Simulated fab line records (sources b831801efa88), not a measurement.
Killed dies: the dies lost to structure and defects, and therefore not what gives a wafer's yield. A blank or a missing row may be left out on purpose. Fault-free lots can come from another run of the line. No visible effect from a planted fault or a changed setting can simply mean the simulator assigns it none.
Chamber matching	flow gf180mcu	GF_PASSIVATION_ETCH_11 on rie-diel-03 has 4 sister chambers
The step etches the open film in CF4/O2, stops on TiN, target depth 2040 nm, time 453.3 s. 4 wafers are shown with their chamber, then 7 later ones without.

== WAFERS WITH THEIR CHAMBER ==
wafer	chamber	drypump-motor-current-A (A)
L561.1	3	6.0
L561.3	1	5.4
L567.1	2	4.7
L567.2	0	5.3

== WAFERS WITH NO CHAMBER GIVEN ==
wafer	drypump-motor-current-A (A)
L567.4	5.4
L569.2	6.1
L569.3	4.7
L569.6	6.0
L570.1	5.3
L570.2	6.1
L570.3	4.7

== CHAMBER TAKEN BY EACH ==
wafer	from the rows above	in truth
L567.4	can't be placed: 1 or 0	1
L569.2	3	3
L569.3	2	2
L569.6	3	3
L570.1	can't be placed: 0 or 1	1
L570.2	3	3
L570.3	2	2
Correct placement for 5 of the 7. Can't be placed from these rows: 2 (the true chamber is among the candidates in 2). 0 placed wrongly.
How it was worked out, from the rows above alone: a wafer's distance from a chamber is the root of the sum, over the readings, of the square of ((its reading less the chamber's mean) divided by the reading's scatter). The wafer belongs to the nearest chamber; if the next one is less than 2 further off, it can't be placed. The mean given for a chamber averages the wafers shown for that chamber. The scatter: root of mean squared gap, hidden wafer to nearest shown wafer, with one shown wafer a chamber.
